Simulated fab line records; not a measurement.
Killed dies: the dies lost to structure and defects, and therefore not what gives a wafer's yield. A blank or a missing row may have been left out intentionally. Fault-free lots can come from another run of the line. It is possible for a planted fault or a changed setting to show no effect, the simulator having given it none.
Which tool was responsible? + flow gf180mcu + 12 lots, 36 wafers sampled, at 2 steps of a route of 602

## WHAT THE GAUGES SHOWED, per wafer
GF_V2_OVL_MEAS_15.
| lot  | measured     | on         | V2_OVL (nm) |
|------|--------------|------------|-------------|
| L075 | day 20 14:56 | overlay-01 | 1 -4 -3     |
| L077 | day 21 08:59 | overlay-02 | -1 -5 2     |
| L079 | day 22 03:14 | overlay-02 | -5 0 -2     |
| L081 | day 23 01:37 | overlay-02 | -1 -4 5     |
| L083 | day 23 18:10 | overlay-02 | 2 2 2       |
| L085 | day 24 07:02 | overlay-01 | -5 0 -8     |
| L087 | day 24 22:05 | overlay-02 | 0 -7 0      |
| L090 | day 26 07:58 | overlay-01 | -3 1 9      |
| L091 | day 26 11:13 | overlay-02 | 0 9 -1      |
| L093 | day 26 20:01 | overlay-01 | 2 2 6       |
| L095 | day 27 18:46 | overlay-01 | -1 11 12    |
| L097 | day 28 10:52 | overlay-02 | 4 -3 -2     |

## TOOL THAT RAN EACH LOT (tool first, then ch and the chambers of the sampled wafers, then the start)
| lot  | GF_CONTACT_ETCH_17                           |
|------|----------------------------------------------|
| L075 | rieDiel-04 ch 0,2,3, day 20 14:56 or earlier |
| L077 | rieDiel-04 ch 0,2,3, day 21 08:59 or earlier |
| L079 | rieDiel-02 ch 0,2, day 22 03:14 or earlier   |
| L081 | rieDiel-03 ch 0,1,2, day 23 01:37 or earlier |
| L083 | rieDiel-02 ch 1,2,3, day 23 18:10 or earlier |
| L085 | rieDiel-02 ch 1,3, day 24 07:02 or earlier   |
| L087 | rieDiel-03 ch 0,1,3, day 24 22:05 or earlier |
| L090 | rieDiel-03 ch 0,1,3, day 26 07:58 or earlier |
| L091 | rieDiel-03 ch 0,1,3, day 26 11:13 or earlier |
| L093 | rieDiel-02 ch 0,1, day 26 20:01 or earlier   |
| L095 | rieDiel-04 ch 0,1,2, day 27 18:46 or earlier |
| L097 | rieDiel-04 ch 1,2,3, day 28 10:52 or earlier |
- GF_CONTACT_ETCH_17: etches SiO2 in C4F8/O2/Ar, stops on CoSi2, target depth 860 nm.

## THE ANSWER, worked out from the rows above alone
Rule: the lots themselves supply what counts as usual. The widest of any qualifying gaps counts: lots, ordered by their means at a reading, are off when they make up no more than a third of the lots, leave a main group of 4 or more, and stand apart from it by 3 or more times the standard deviation of that group's means. A main group is skipped when, at the precision printed for the reading in the tables above, its means are all equal. Also off: a lot with no number at a reading for which 4 or more lots have one. Where the step has rows for the other lots, those lots are counted as sound.
None of the lots is off at any reading shown; this tells nothing.

## WHAT THE SIMULATOR PUT IN
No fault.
